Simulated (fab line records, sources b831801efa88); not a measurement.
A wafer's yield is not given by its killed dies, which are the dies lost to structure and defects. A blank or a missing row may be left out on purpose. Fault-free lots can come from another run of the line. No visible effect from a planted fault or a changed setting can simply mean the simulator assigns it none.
Matching of chambers	flow sky130	SKY_VIA4_CMP_21 on cmp-01: 4 sister chambers
The step polishes, stops on SiO2, t overpolish 25 s, target thk 0 nm. 8 wafers are shown with their chamber, then 7 later ones without.

== WAFERS WITH THEIR CHAMBER ==
wafer	chamber	motor-current-A (A)	time-to-endpoint-s (s)
L179.6	2	10.2	131
L183.2	3	10.3	118
L183.4	0	9.1	121
L185.2	1	10.7	124
L185.5	3	10.2	117
L185.6	0	9.2	116
L186.2	1	10.6	121
L186.5	2	9.8	121

== WAFERS WITH NO CHAMBER GIVEN ==
wafer	motor-current-A (A)	time-to-endpoint-s (s)
L186.6	10.1	113
L194.1	10.7	120
L194.3	10.5	120
L194.6	10.0	129
L198.1	10.3	127
L198.3	10.6	112
L198.6	10.9	123

== WHICH CHAMBER EACH ONE RAN IN ==
wafer	from the rows above	in truth
L186.6	can't be placed: 3 or 2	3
L194.1	1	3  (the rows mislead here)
L194.3	can't be placed: 1 or 3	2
L194.6	2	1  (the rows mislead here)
L198.1	can't be placed: 2 or 3 or 1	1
L198.3	can't be placed: 1 or 3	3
L198.6	1	1
Correct placement for 1 of the 7. Cannot be placed on the basis of these rows: 4; the candidates contain the true chamber in 3. 2 placed wrongly.
How it was worked out, from the rows above alone: a wafer's distance from a chamber is the root of the sum, over the readings, of the square of ((its reading less the chamber's mean) divided by the reading's scatter). The wafer belongs to the nearest chamber; if the next one is less than 2 further off, it can't be placed. For every chamber, the mean is computed from those of its wafers that are shown. The scatter is the square root of a quotient: the sum, over the shown wafers, of each reading's squared deviation from its chamber's mean, divided by wafers minus chambers.
